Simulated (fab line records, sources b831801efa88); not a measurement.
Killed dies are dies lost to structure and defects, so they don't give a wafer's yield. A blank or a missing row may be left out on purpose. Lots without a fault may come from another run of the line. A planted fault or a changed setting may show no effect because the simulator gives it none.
Chamber matching | flow sky130 | SKY_VIA4_CMP_02 on cmp-01: 4 sister chambers
The step polishes SiO2. 14 wafers are shown with their chamber, then 7 later ones without.

WAFERS WITH THEIR CHAMBER
wafer  | chamber | motor_current_A (A)
L998.1 | 0       | 12.5
L998.3 | 3       | 11.0
L998.6 | 3       | 11.6
L101.1 | 2       | 10.4
L101.3 | 3       | 11.6
L101.6 | 0       | 12.6
L107.4 | 1       | 9.7
L107.5 | 0       | 12.1
L107.6 | 1       | 9.3
L108.1 | 1       | 9.4
L108.3 | 3       | 11.4
L108.6 | 2       | 10.0
L110.1 | 2       | 10.2
L110.3 | 0       | 12.3

SIGNATURES (means of the wafers above)
reading         | chamber 0 | chamber 1 | chamber 2 | chamber 3 | scatter within a chamber
motor_current_A | 12.375    | 9.467     | 10.200    | 11.400    | 0.235
Rule: a wafer's distance from a chamber is the root of the sum, over the readings, of the square of ((its reading less the chamber's mean) divided by the reading's scatter). The wafer belongs to the nearest chamber; if the next one is less than 2 further off, it can't be placed. The scatter: the root of (the sum of the squares of (reading less its chamber's mean) over the shown wafers, divided by (wafers less chambers)).

WAFERS WITHOUT THEIR CHAMBER
wafer  | motor_current_A (A)
L110.6 | 10.1
L118.2 | 12.2
L118.4 | 10.0
L118.5 | 10.2
L120.3 | 12.8
L120.4 | 10.4
L120.6 | 12.8

WHICH CHAMBER EACH WENT THROUGH
wafer  | from the rows above     | in truth
L110.6 | 2                       | 2
L118.2 | 0                       | 0
L118.4 | can't be placed: 2 or 1 | 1
L118.5 | 2                       | 2
L120.3 | 0                       | 0
L120.4 | 2                       | 2
L120.6 | 0                       | 0
Placed correctly: 6 of 7. Can't be placed from these rows: 1 (the true chamber is among the candidates in 1). Placed wrongly: 0.
